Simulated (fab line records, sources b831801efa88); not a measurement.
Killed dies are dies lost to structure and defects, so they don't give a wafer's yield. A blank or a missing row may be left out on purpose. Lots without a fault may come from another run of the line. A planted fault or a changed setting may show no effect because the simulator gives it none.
fab line records | flow sky130
record lots=11 wafers=33 last_day=50
route steps=708 shown FIELD_ISO@15 DNWELL@43 PAD_OPEN@708
lots that met no fault: from a run of the same line without faults
start_h: hours from the record's first day to the start of the lot's first wafer shown | wait_h: hours since the lot's step before | " the same as in the row above | L1.1+2: a row that stands for several wafers | - no value, or no start given | * or withheld: withheld | < > ~ a bound
route shown NAME@n: a module of which the file shows steps, and the number in the route of the first | usual: mean/standard deviation of fault-free wafers | same: alike in all rows | chamber/n: place in a boat | sites: the reading at each site | _std_site: their standard deviation | _edge_site: outer sites' mean less inner sites' | radius_mm: how far each site lies from the wafer's centre | mask NAME#n: copy n | behind: the tool/chamber that last shaped the wafer | hold: why the lot was held/for how many hours/how that ended | device: the transistor (n, p or np) that didn't switch | end of line: the same wafers' tests at the end of the route | a step without rows: its recipe alone | killed: dies lost to structure and defects at the first sort, not the wafer's yield | map: a wafer's dies, x killed, . not, _ none there
set.NAME: the setting as run; set.NAME@STEP: as run at that earlier step | model.NAME: the simulator's own value behind a step, which no gauge read
steps of the route over a sample of lots; a table a step, a row a wafer
services: from which hour (start_h, from the record's first day; less than 0 if before it) a tool's chamber was out of use, for how many hours, and why
## steps
# step SKY_FIELD_ISO_ETCH_14
# recipe chemistry=N2/H2 target=BARC ion_energy_ev=200 source_w=500 bias_w=100 pressure_mtorr=30 n2_flow_sccm=100 h2_flow_sccm=200 stop_on=SiO2 time_s=45.9 target_depth_a=600
# usual drypump_motor_current_A=5.7/0.47 oes_product_au=0.854/0.0049 run_length_s=74.3/0.43 throttle_valve_pct=13.226/0.0089
# columns lot.wafer tool chamber start_h wait_h drypump_motor_current_A oes_product_au rf_hours_counter_h run_length_s throttle_valve_pct
L297.3 rie_diel-04 3 28.39 0.1 6.0 0.850 167 74.2 13.232
L297.4 " 2 " " 5.1 0.849 8 74.3 13.232
L297.5 " 1 " " 5.8 0.848 - 74.3 13.220
L298.3 rie_diel-03 0 34.79 0.1 6.2 0.853 2 74.2 13.240
L298.4 " 0 " " 6.2 0.857 - 74.4 13.225
L298.6 " 1 " " 5.6 0.855 - 74.7 13.227
L299.1 rie_diel-01 1 40.24 0.1 6.1 0.852 3 74.1 13.228
L299.2 " 0 " " 6.0 0.858 70 74.3 13.221
L299.3 " 2 " " 5.9 0.864 1 74.4 13.232
L300.2 rie_diel-01 0 44.59 0.1 6.1 0.845 70 74.6 13.219
L300.4 " 2 " " 5.8 0.850 1 73.9 13.238
L300.5 " 0 " " 6.1 0.857 - 74.3 13.214
L302.4 rie_diel-03 1 54.47 0.0 5.6 0.851 163 74.2 13.227
L302.5 " 2 " " 6.2 0.855 - 73.3 13.233
L302.6 " 3 " " 6.0 0.854 - 75.2 13.233
L308.2 rie_diel-01 2 86.78 0.1 5.9 0.847 2 74.3 13.242
L308.3 " 3 " " 4.8 0.850 4 74.0 13.220
L308.6 " 3 " " 4.8 0.853 - 73.6 13.218
L312.3 rie_diel-03 2 106.92 0.1 6.2 0.859 8 73.3 13.215
L312.5 " 1 " " 5.6 0.854 - 74.4 13.222
L312.6 " 2 " " 6.2 0.845 - 73.3 13.225
L315.1 rie_diel-01 0 122.42 0.1 6.0 0.857 71 74.3 13.224
L315.4 " 1 " " 6.1 0.848 4 74.1 13.206
L315.6 " 1 " " 6.1 0.855 - 74.7 13.246
L317.2 rie_diel-03 0 132.82 0.1 6.2 0.857 4 74.5 13.235
L317.5 " 0 " " 6.2 0.853 - 74.2 13.217
L317.6 " 2 " " 6.2 0.856 - 73.6 13.232
L319.1 rie_diel-04 0 142.67 0.1 5.1 0.853 94 74.0 13.243
L319.2 " 2 " " 5.1 0.852 10 74.5 13.227
L319.6 " 2 " " 5.1 0.846 - 74.2 13.216
L320.1 rie_diel-04 3 149.48 0.1 6.1 0.865 1 74.0 13.210
L320.5 " 3 " " 6.1 0.852 - 73.7 13.239
L320.6 " 2 " " 5.1 0.848 - 74.5 13.230
# step SKY_FIELD_ISO_ETCH_17
# recipe target_depth_a=3420 mask_material=Si3N4 chemistry=HBr/Cl2/O2 target=Si taper_deg=5 icp_w=600 bias_w=150 pressure_mtorr=15 HBr_flow_sccm=150 Cl2_flow_sccm=40 O2_flow_sccm=6 time_s=97.7
# usual HBr_flow_sccm=149.9/0.42 drypump_motor_current_A=5.8/0.57 he_backside_leak_sccm=2.78/0.27 oes_product_au=1.004/0.0092 run_length_s=125.7/0.4 throttle_valve_pct=25.653/0.011
# columns lot.wafer tool chamber start_h wait_h HBr_flow_sccm drypump_motor_current_A he_backside_leak_sccm oes_product_au rf_hours_counter_h run_length_s throttle_valve_pct
L297.3 rie_si-02 1 28.58 0.0 150.2 5.3 2.80 0.999 38 125.7 25.657
L297.4 " 3 " " 150.2 6.2 2.73 1.009 135 125.8 25.652
L297.5 " 0 " " 149.9 6.1 3.42 0.998 - 126.6 25.647
L298.3 rie_si-02 2 34.98 0.0 149.6 5.8 2.71 1.000 1 125.8 25.658
L298.4 " 0 " " 149.7 6.1 3.28 1.008 140 126.1 25.655
L298.6 " 1 " " 149.8 5.3 2.66 1.003 - 126.0 25.659
L299.1 rie_si-02 0 40.43 0.1 150.4 6.1 3.27 0.999 140 126.3 25.664
L299.2 " 2 " " 149.9 5.8 2.79 0.998 1 125.6 25.650
L299.3 " 3 " " 150.2 6.1 2.65 1.006 135 125.4 25.638
L300.2 rie_si-01 1 44.78 0.1 150.4 5.4 2.56 1.013 42 126.4 25.629
L300.4 " 0 " " 149.6 6.0 3.23 1.019 1 124.9 25.648
L300.5 " 3 " " 149.8 4.9 2.63 1.004 - 125.5 25.657
L302.4 rie_si-02 2 54.67 0.0 150.3 5.8 2.82 1.000 1 125.9 25.660
L302.5 " 2 " " 149.6 5.8 2.78 1.000 - 125.8 25.670
L302.6 " 3 " " 149.2 6.2 2.91 1.012 - 125.7 25.640
L308.2 rie_si-02 0 86.98 0.1 148.9 6.1 3.33 0.990 141 116.7 25.651
L308.3 " 1 " " 149.8 5.3 2.72 0.988 38 125.7 25.666
L308.6 " 3 " " 149.9 6.2 2.66 1.030 - 125.3 25.654
L312.3 rie_si-01 0 107.12 0.0 150.5 6.0 2.69 1.014 2 125.4 25.648
L312.5 " 2 " " 150.8 6.6 2.50 1.002 - 125.9 25.655
L312.6 " 1 " " 149.1 5.4 2.71 1.017 - 126.1 25.669
L315.1 rie_si-01 3 122.62 0.1 150.6 4.9 2.75 1.009 50 125.6 25.648
L315.4 " 1 " " 149.9 5.4 2.54 1.011 42 126.2 25.645
L315.6 " 2 " " 150.2 6.6 2.54 1.010 - 125.6 25.658
L317.2 rie_si-01 2 133.02 0.1 149.8 6.6 2.46 1.001 71 125.7 25.657
L317.5 " 3 " " 150.1 4.9 2.66 1.004 - 125.2 25.642
L317.6 " 0 " " 150.1 6.0 2.84 1.008 - 125.2 25.639
L319.1 rie_si-01 2 142.87 0.1 150.1 6.6 2.37 1.002 71 126.0 25.662
L319.2 " 3 " " 150.0 4.9 2.81 1.007 50 125.6 25.659
L319.6 " 3 " " 150.0 4.9 2.68 0.994 - 125.4 25.656
L320.1 rie_si-01 3 149.68 0.1 150.0 4.9 2.55 0.987 51 125.6 25.662
L320.5 " 1 " " 150.0 5.4 2.62 1.006 - 126.2 25.648
L320.6 " 2 " " 150.7 6.5 3.00 1.000 - 125.5 25.647
# step SKY_FIELD_ISO_THK_MEAS_25
# recipe reads=SiO2_of_FIELD_ISO_CVD_24
# usual FIELD_ISO_CVD_24_THK=597/6.1
# columns lot.wafer tool chamber start_h wait_h FIELD_ISO_CVD_24_THK[nm]
L297.3 film_metro-02 - 30.28 0.1 594
L297.4 " - " " 592
L297.5 " - " " 593
L298.3 film_metro-04 - 37.50 0.1 604
L298.4 " - " " 597
L298.6 " - " " 608
L299.1 film_metro-02 - 43.91 0.0 604
L299.2 " - " " 606
L299.3 " - " " 602
L300.2 film_metro-04 - 48.21 0.0 607
L300.4 " - " " 604
L300.5 " - " " 604
L302.4 film_metro-03 - 58.27 0.0 598
L302.5 " - " " 597
L302.6 " - " " 598
L308.2 film_metro-03 - 89.34 0.0 600
L308.3 " - " " 601
L308.6 " - " " 602
L312.3 film_metro-03 - 108.79 0.1 597
L312.5 " - " " 597
L312.6 " - " " 604
L315.1 film_metro-03 - 124.47 0.0 590
L315.4 " - " " 598
L315.6 " - " " 596
L317.2 film_metro-02 - 135.23 0.0 597
L317.5 " - " " 597
L317.6 " - " " 593
L319.1 film_metro-03 - 144.78 0.0 591
L319.2 " - " " 599
L319.6 " - " " 588
L320.1 film_metro-02 - 152.10 0.0 588
L320.5 " - " " 587
L320.6 " - " " 584
# step SKY_DNWELL_STRIP_08
# recipe chemistry=O2/N2 power_w=1400 pressure_mtorr=1500 platen_temp_c=withheld o2_flow_sccm=3000 n2_flow_sccm=300 overash_fraction=0.5
# usual drypump_motor_current_A=5.4/0.37 oes_product_au=0.723/0.0045 strip_time_to_endpoint_s=36.97/0.084
# columns lot.wafer tool chamber start_h wait_h drypump_motor_current_A oes_product_au rf_hours_counter_h strip_time_to_endpoint_s
L297.3 plasma_asher-03 0 50.34 0.1 5.6 0.715 - 36.76
L297.4 " 1 " " 5.7 0.723 - 36.82
L297.5 " 0 " " 5.6 0.717 - 36.74
L298.3 plasma_asher-01 1 56.99 0.1 4.9 0.723 - 37.11
L298.4 " 0 " " 5.4 0.718 - 37.11
L298.6 " 1 " " 4.9 0.720 - 37.07
L299.1 plasma_asher-01 0 66.70 0.1 5.4 0.720 26 37.01
L299.2 " 1 " " 4.9 0.722 26 36.98
L299.3 " 1 " " 4.8 0.723 - 36.95
L300.2 plasma_asher-03 0 73.10 0.1 5.6 0.727 40 36.87
L300.4 " 1 " " 5.7 0.728 - 36.93
L300.5 " 1 " " 5.7 0.720 - 36.95
L302.4 plasma_asher-01 1 80.42 0.1 4.9 0.725 - 36.93
L302.5 " 0 " " 5.4 0.732 - 36.98
L302.6 " 1 " " 4.9 0.715 - 37.01
L308.2 plasma_asher-02 0 111.00 0.1 6.0 0.733 41 36.93
L308.3 " 0 " " 6.0 0.726 - 36.87
L308.6 " 0 " " 6.0 0.718 - 36.92
L312.3 plasma_asher-01 0 132.22 0.1 5.5 0.729 - 36.96
L312.5 " 0 " " 5.5 0.727 - 36.99
L312.6 " 1 " " 4.9 0.723 - 37.04
L315.1 plasma_asher-02 1 148.75 0.1 5.3 0.723 45 36.90
L315.4 " 0 " " 6.0 0.720 - 36.98
L315.6 " 1 " " 5.4 0.725 - 36.93
L317.2 plasma_asher-01 0 159.83 0.1 5.4 0.717 35 37.00
L317.5 " 0 " " 5.4 0.726 - 37.07
L317.6 " 1 " " 4.9 0.725 - 36.91
L319.1 plasma_asher-02 1 170.75 0.1 5.2 0.726 47 37.03
L319.2 " 0 " " 6.0 0.719 47 37.10
L319.6 " 0 " " 6.0 0.723 - 36.98
L320.1 plasma_asher-01 0 177.93 0.1 5.4 0.727 37 36.91
L320.5 " 0 " " 5.4 0.731 - 36.99
L320.6 " 1 " " 4.9 0.720 - 36.97
# step SKY_PAD_OPEN_PROBE_99
# usual killed_at_M0_to_M3=43/6.9 killed_at_M4_up=3.1/1.8 killed_at_contacts=24/5.1 killed_at_front_end=15/4.8 killed_at_other=0.3/0.48 killed_dies=86/8.9 killed_on_rim=18/3.8 killed_open=47/6.8 killed_short=39/6.3
# same gross_dies=492 killed_at_back_side=0
# columns lot.wafer tool chamber start_h wait_h killed_at_M0_to_M3 killed_at_M4_up killed_at_contacts killed_at_front_end killed_at_other killed_dies killed_on_rim killed_open killed_short
L297.3 prober-02 - 1069.25 0.2 42 8 21 11 1 83 12 52 31
L297.4 prober-02 - 1069.30 0.2 49 1 18 13 1 82 13 46 36
L297.5 prober-02 - 1069.35 0.2 38 3 18 24 0 83 17 49 34
L298.3 prober-01 - 1082.04 0.2 37 3 19 8 0 67 12 28 39
L298.4 prober-01 - 1082.09 0.2 44 4 16 11 1 76 17 45 31
L298.6 prober-01 - 1082.19 0.2 44 4 17 13 0 78 17 32 46
L299.1 prober-02 - 1097.01 0.1 47 4 23 17 1 92 20 55 37
L299.2 prober-02 - 1097.06 0.1 45 0 24 20 1 90 23 50 40
L299.3 prober-02 - 1097.11 0.2 52 7 27 15 0 101 21 55 46
L300.2 prober-01 - 1103.14 0.1 40 7 19 16 1 83 22 37 46
L300.4 prober-01 - 1103.24 0.2 32 0 37 13 0 82 21 46 36
L300.5 prober-01 - 1103.29 0.2 39 1 24 20 0 84 14 41 43
L302.4 prober-02 - 1108.22 0.2 31 1 29 16 0 77 15 39 37
L302.5 prober-02 - 1108.27 0.2 38 4 37 20 0 99 15 49 49
L302.6 prober-02 - 1108.32 0.2 47 4 25 19 0 95 26 48 47
L308.2 prober-01 - 1144.63 0.1 34 3 27 12 0 76 18 37 39
L308.3 prober-01 - 1144.68 0.2 38 2 25 27 1 93 16 42 51
L308.6 prober-01 - 1144.83 0.2 40 2 30 26 2 100 22 50 50
L312.3 prober-02 - 1159.67 0.2 42 2 27 12 1 84 19 47 37
L312.5 prober-02 - 1159.77 0.2 41 2 14 21 0 78 20 45 33
L312.6 prober-02 - 1159.82 0.2 48 1 22 12 0 83 18 44 39
L315.1 prober-02 - 1176.27 0.1 41 3 24 13 0 81 13 52 28
L315.4 prober-02 - 1176.42 0.2 34 2 30 10 0 76 15 40 36
L315.6 prober-02 - 1176.52 0.2 44 5 29 6 1 85 13 47 38
L317.2 prober-02 - 1189.07 0.1 49 1 13 14 1 78 18 53 24
L317.5 prober-02 - 1189.22 0.2 41 1 27 17 0 86 20 42 44
L317.6 prober-02 - 1189.27 0.2 43 3 21 15 0 82 28 40 41
L319.1 prober-02 - 1192.02 0.1 38 6 26 24 0 94 14 44 50
L319.2 prober-02 - 1192.07 0.1 51 1 35 15 0 102 27 62 40
L319.6 prober-02 - 1192.27 0.2 55 5 23 8 0 91 17 50 41
L320.1 prober-01 - 1197.90 0.1 39 5 19 17 0 80 17 37 41
L320.5 prober-01 - 1198.10 0.2 36 1 29 21 0 87 23 48 38
L320.6 prober-01 - 1198.15 0.2 27 3 20 25 0 75 14 43 32
# killed by level:class
L297.3 VIA1:geometric_particle:open=15 LI_CONTACT:geometric_particle:open=8 CONTACT:geometric_particle:open=5 METAL1:geometric_particle:short=5 FIELD_ISO:geometric_particle:open=4 CONTACT:geometric_particle:short=4 METAL2:geometric_particle:short=4 VIA3:geometric_particle:open=4
L297.4 VIA1:geometric_particle:open=11 METAL1:geometric_particle:short=10 CONTACT:geometric_particle:open=7 VIA2:geometric_particle:open=7 FIELD_ISO:geometric_particle:open=6 VIA3:geometric_particle:open=5 METAL2:geometric_particle:short=5 CONTACT:geometric_particle:short=4
L297.5 VIA1:geometric_particle:open=11 FIELD_ISO:geometric_particle:open=8 POLY_GATE:geometric_particle:open=7 VIA3:geometric_particle:open=6 CONTACT:geometric_particle:short=6 METAL1:geometric_particle:short=5 POLY_GATE:geometric_particle:short=4 LI_CONTACT:geometric_particle:open=4
L298.3 METAL1:geometric_particle:short=8 CONTACT:geometric_particle:open=6 METAL2:geometric_particle:short=6 LI_CONTACT:geometric_particle:open=5 VIA3:geometric_particle:open=5 FIELD_ISO:geometric_particle:short=4 VIA3:geometric_particle:short=4 CONTACT:geometric_particle:short=4
L298.4 VIA1:geometric_particle:open=10 VIA2:geometric_particle:open=10 METAL1:geometric_particle:short=9 LI_CONTACT:geometric_particle:open=6 POLY_GATE:geometric_particle:open=4 CONTACT:geometric_particle:short=4 VIA1:geometric_particle:short=4 VIA3:geometric_particle:open=4
L298.6 VIA1:geometric_particle:open=13 METAL2:geometric_particle:short=7 METAL1:geometric_particle:short=6 FIELD_ISO:geometric_particle:short=5 CONTACT:geometric_particle:open=5 VIA3:geometric_particle:short=4 METAL4:geometric_particle:short=4 LI_CONTACT:geometric_particle:open=4
L299.1 VIA1:geometric_particle:open=10 VIA2:geometric_particle:open=10 VIA3:geometric_particle:open=8 LOCAL_INTERCONNECT:geometric_particle:short=7 CONTACT:geometric_particle:open=7 METAL2:geometric_particle:short=6 FIELD_ISO:geometric_particle:open=5 LI_CONTACT:geometric_particle:open=5
L299.2 VIA1:geometric_particle:short=10 METAL2:geometric_particle:short=9 VIA3:geometric_particle:open=8 VIA1:geometric_particle:open=8 FIELD_ISO:geometric_particle:open=7 LI_CONTACT:geometric_particle:open=6 CONTACT:geometric_particle:open=6 POLY_GATE:geometric_particle:open=5
L299.3 CONTACT:geometric_particle:open=14 VIA3:geometric_particle:open=12 VIA1:geometric_particle:open=11 LI_CONTACT:geometric_particle:open=7 METAL3:geometric_particle:short=6 VIA3:geometric_particle:short=6 METAL2:geometric_particle:short=5 METAL1:geometric_particle:short=5
L300.2 CONTACT:geometric_particle:open=7 VIA2:geometric_particle:open=7 METAL4:geometric_particle:short=7 VIA1:geometric_particle:short=5 METAL2:geometric_particle:short=5 VIA3:geometric_particle:open=5 VIA1:geometric_particle:open=4 CONTACT:geometric_particle:short=4
L300.4 CONTACT:geometric_particle:open=13 CONTACT:geometric_particle:short=10 LI_CONTACT:geometric_particle:open=7 VIA1:geometric_particle:open=7 VIA2:geometric_particle:open=6 VIA1:geometric_particle:short=5 LOCAL_INTERCONNECT:geometric_particle:short=5 VIA3:geometric_particle:open=5
L300.5 FIELD_ISO:geometric_particle:open=9 CONTACT:geometric_particle:open=9 LI_CONTACT:geometric_particle:open=6 CONTACT:geometric_particle:short=6 METAL2:geometric_particle:short=6 VIA2:geometric_particle:open=6 VIA3:geometric_particle:short=5 POLY_GATE:geometric_particle:short=4
L302.4 LOCAL_INTERCONNECT:geometric_particle:short=9 CONTACT:geometric_particle:open=7 LI_CONTACT:geometric_particle:open=6 VIA1:geometric_particle:open=6 VIA2:geometric_particle:open=6 POLY_GATE:geometric_particle:short=4 VIA1:geometric_particle:short=4 FIELD_ISO:geometric_particle:short=3
L302.5 CONTACT:geometric_particle:short=10 LI_CONTACT:geometric_particle:open=9 CONTACT:geometric_particle:open=8 VIA1:geometric_particle:open=8 VIA3:geometric_particle:open=7 LOCAL_INTERCONNECT:geometric_particle:short=7 VIA2:geometric_particle:open=7 METAL1:geometric_particle:short=5
L302.6 CONTACT:geometric_particle:open=13 METAL1:geometric_particle:short=11 FIELD_ISO:geometric_particle:short=8 VIA1:geometric_particle:open=8 LI_CONTACT:geometric_particle:open=5 METAL3:geometric_particle:short=5 VIA3:geometric_particle:open=5 POLY_GATE:geometric_particle:short=4
L308.2 CONTACT:geometric_particle:open=8 LI_CONTACT:geometric_particle:open=7 VIA2:geometric_particle:open=7 CONTACT:geometric_particle:short=5 METAL2:geometric_particle:short=5 LOCAL_INTERCONNECT:geometric_particle:short=4 METAL1:geometric_particle:short=4 VIA1:geometric_particle:open=4
L308.3 VIA3:geometric_particle:open=9 FIELD_ISO:geometric_particle:open=8 CONTACT:geometric_particle:open=8 LI_CONTACT:geometric_particle:open=7 METAL1:geometric_particle:short=7 VIA1:geometric_particle:short=6 METAL2:geometric_particle:short=5 SPACER:geometric_particle:open=4
L308.6 CONTACT:geometric_particle:open=10 VIA3:geometric_particle:open=9 POLY_GATE:geometric_particle:short=8 METAL1:geometric_particle:short=7 FIELD_ISO:geometric_particle:short=6 LI_CONTACT:geometric_particle:open=6 VIA2:geometric_particle:open=6 LOCAL_INTERCONNECT:geometric_particle:short=6
L312.3 VIA1:geometric_particle:open=11 LI_CONTACT:geometric_particle:open=9 VIA3:geometric_particle:open=7 CONTACT:geometric_particle:open=6 CONTACT:geometric_particle:short=6 VIA1:geometric_particle:short=6 LOCAL_INTERCONNECT:geometric_particle:short=5 VIA2:geometric_particle:open=5
L312.5 VIA3:geometric_particle:open=9 VIA1:geometric_particle:open=8 CONTACT:geometric_particle:open=7 FIELD_ISO:geometric_particle:open=6 LI_CONTACT:geometric_particle:open=5 METAL2:geometric_particle:short=5 VIA1:geometric_particle:short=5 FIELD_ISO:geometric_particle:short=4
L312.6 VIA1:geometric_particle:open=11 VIA2:geometric_particle:open=9 VIA1:geometric_particle:short=8 LI_CONTACT:geometric_particle:open=7 CONTACT:geometric_particle:open=6 METAL3:geometric_particle:short=6 LOCAL_INTERCONNECT:geometric_particle:short=5 METAL1:geometric_particle:short=4
L315.1 VIA1:geometric_particle:open=12 CONTACT:geometric_particle:open=11 FIELD_ISO:geometric_particle:open=7 VIA3:geometric_particle:open=7 VIA2:geometric_particle:open=6 VIA1:geometric_particle:short=6 LI_CONTACT:geometric_particle:open=4 METAL1:geometric_particle:short=4
L315.4 LI_CONTACT:geometric_particle:open=9 CONTACT:geometric_particle:open=9 VIA1:geometric_particle:short=7 VIA1:geometric_particle:open=7 METAL2:geometric_particle:short=7 CONTACT:geometric_particle:short=6 VIA3:geometric_particle:open=5 FIELD_ISO:geometric_particle:open=4
L315.6 VIA1:geometric_particle:open=12 VIA2:geometric_particle:open=9 LI_CONTACT:geometric_particle:short=8 CONTACT:geometric_particle:open=8 VIA3:geometric_particle:open=6 LI_CONTACT:geometric_particle:open=5 LOCAL_INTERCONNECT:geometric_particle:short=4 METAL4:geometric_particle:short=4
L317.2 VIA1:geometric_particle:open=13 VIA2:geometric_particle:open=10 CONTACT:geometric_particle:open=8 VIA3:geometric_particle:open=5 POLY_GATE:geometric_particle:short=4 METAL2:geometric_particle:short=4 METAL1:geometric_particle:short=4 VIA1:geometric_particle:short=4
L317.5 CONTACT:geometric_particle:open=13 METAL1:geometric_particle:short=11 VIA1:geometric_particle:open=9 METAL2:geometric_particle:short=6 LOCAL_INTERCONNECT:geometric_particle:short=5 FIELD_ISO:geometric_particle:short=4 POLY_GATE:geometric_particle:open=4 METAL3:geometric_particle:short=4
L317.6 CONTACT:geometric_particle:open=12 VIA1:geometric_particle:open=9 POLY_GATE:geometric_particle:short=7 VIA1:geometric_particle:short=6 METAL3:geometric_particle:short=5 METAL1:geometric_particle:short=5 VIA3:geometric_particle:open=5 CONTACT:geometric_particle:short=4
L319.1 CONTACT:geometric_particle:open=9 VIA1:geometric_particle:open=9 FIELD_ISO:geometric_particle:short=7 CONTACT:geometric_particle:short=7 METAL2:geometric_particle:short=7 LI_CONTACT:geometric_particle:open=6 POLY_GATE:geometric_particle:open=5 VIA1:geometric_particle:short=5
L319.2 CONTACT:geometric_particle:open=11 CONTACT:geometric_particle:short=10 VIA2:geometric_particle:open=10 LI_CONTACT:geometric_particle:open=9 VIA1:geometric_particle:open=8 VIA3:geometric_particle:open=8 FIELD_ISO:geometric_particle:open=5 VIA1:geometric_particle:short=5
L319.6 VIA1:geometric_particle:open=14 CONTACT:geometric_particle:open=11 VIA2:geometric_particle:open=11 VIA1:geometric_particle:short=7 LI_CONTACT:geometric_particle:open=5 METAL2:geometric_particle:short=5 METAL4:geometric_particle:short=5 LOCAL_INTERCONNECT:geometric_particle:short=4
L320.1 METAL2:geometric_particle:short=8 FIELD_ISO:geometric_particle:short=6 VIA3:geometric_particle:open=6 VIA1:geometric_particle:open=6 LI_CONTACT:geometric_particle:open=5 CONTACT:geometric_particle:open=5 VIA2:geometric_particle:open=5 FIELD_ISO:geometric_particle:open=4
L320.5 CONTACT:geometric_particle:open=14 VIA2:geometric_particle:open=9 METAL2:geometric_particle:short=7 CONTACT:geometric_particle:short=6 POLY_GATE:geometric_particle:open=5 POLY_GATE:geometric_particle:short=5 VIA1:geometric_particle:open=5 FIELD_ISO:geometric_particle:open=4
L320.6 LI_CONTACT:geometric_particle:open=9 CONTACT:geometric_particle:open=7 FIELD_ISO:geometric_particle:short=6 POLY_GATE:geometric_particle:open=6 VIA1:geometric_particle:open=6 POLY_GATE:geometric_particle:short=5 FIELD_ISO:geometric_particle:open=4 METAL1:geometric_particle:short=4
## services
# columns tool chamber start_h hours kind
rie_diel-03 2 4.43 35.2 repair
plasma_asher-02 - 34.70 21.0 repair
rie_si-02 1 37.04 3.5 repair
rie_diel-04 - 38.02 3.1 repair
plasma_asher-02 - 53.65 0.9 repair
rie_diel-03 0 57.49 19.6 repair
rie_diel-03 1 57.69 11.8 repair
rie_si-01 1 79.73 25.2 repair
plasma_asher-03 - 84.76 2.8 pm
plasma_asher-03 - 89.94 1.0 repair
plasma_asher-01 - 95.98 4.3 pm
rie_si-01 0 99.25 7.4 repair
plasma_asher-03 - 108.75 9.0 pm
rie_si-02 - 110.72 0.4 repair
rie_diel-01 2 113.32 1.6 repair
rie_si-01 - 113.82 0.7 repair
rie_si-02 0 121.25 - clean
rie_si-02 0 121.25 13.9 scheduled_down
rie_si-02 0 121.25 13.9 vent_cycle
plasma_asher-02 - 131.99 4.3 repair
rie_diel-03 3 142.78 10.1 repair
rie_si-02 3 143.26 - clean
rie_diel-03 0 165.96 5.8 repair
rie_diel-04 2 174.30 5.8 repair
## key
first_sign step=SKY_FIELD_ISO_ETCH_17 reading=run_length_s direction=down sigmas=23 usual=* struck=*
effect none on later readings
met_at SKY_FIELD_ISO_ETCH_17
struck_lots L308
struck_wafers L308.2
tester_left_out L308
not_acting_at SKY_FIELD_ISO_ETCH_14,SKY_FIELD_ISO_THK_MEAS_25,SKY_DNWELL_STRIP_08
onset_between 40.43 86.98
fault kind=process_parameter_drift tool=rie_si-02 chamber=0 onset_h=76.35 steps=SKY_FIELD_ISO_ETCH_17 channel=time_s offset=* shape=step end_h=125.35 acts_in=* stated=*
# tester_left_out: of these lots the tester's yield and bins aren't shown, on N5 and GAA mostly nor the transistor test; their killed dies are dies lost to structure and defects alone, not to doping, threshold or leakage, so they don't give the yield
